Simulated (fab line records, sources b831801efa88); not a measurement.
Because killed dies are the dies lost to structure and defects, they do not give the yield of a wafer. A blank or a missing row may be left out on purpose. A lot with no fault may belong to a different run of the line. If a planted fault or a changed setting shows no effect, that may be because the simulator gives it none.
The tool behind it: which one?	flow gf180mcu	at 1 step of a route of 602, 7 lots with 21 wafers sampled

== WHAT EACH GAUGE READ, for each wafer ==
GF_DUAL_GATE_THK_MEAS_03.
lot	measured	on	DUAL_GATE_OXIDATION_00_THK (nm)
L503	day 7 21:08	film_metro-03	10.96 11.04 10.88
L505	day 8 17:06	film_metro-02	10.85 10.86 10.91
L515	day 11 09:58	film_metro-02	10.72 10.84 10.69
L517	day 11 22:58	film_metro-02	10.92 10.96 10.86
L519	day 12 11:45	film_metro-03	11.11 11.11 11.27
L521	day 13 01:38	film_metro-01	10.75 10.87 10.87
L525	day 14 07:28	film_metro-02	11.02 11.16 11.15

== TOOL THAT RAN EACH LOT (tool first, then ch and the chambers of the sampled wafers, then the start) ==
The record shows no process step preceding these readings.

== THE ANSWER, worked out from the rows above alone ==
Rule: what is usual is taken from the lots themselves. Put in order of their means at a reading, lots are off if they are a third of the lots or fewer, leave a main group of 4 or more, and stand apart from it by a gap of 3 or more times the standard deviation of the main group's means; of several such gaps the widest counts. A main group is skipped when, at the precision printed for the reading in the tables above, its means are all equal. Also off: a lot with no number at a reading for which 4 or more lots have one. Any other lot the step has rows for is counted as sound.
Across all readings shown, no lot is off: no conclusion can be drawn from this.

== WHAT THE SIMULATOR HAD PUT IN ==
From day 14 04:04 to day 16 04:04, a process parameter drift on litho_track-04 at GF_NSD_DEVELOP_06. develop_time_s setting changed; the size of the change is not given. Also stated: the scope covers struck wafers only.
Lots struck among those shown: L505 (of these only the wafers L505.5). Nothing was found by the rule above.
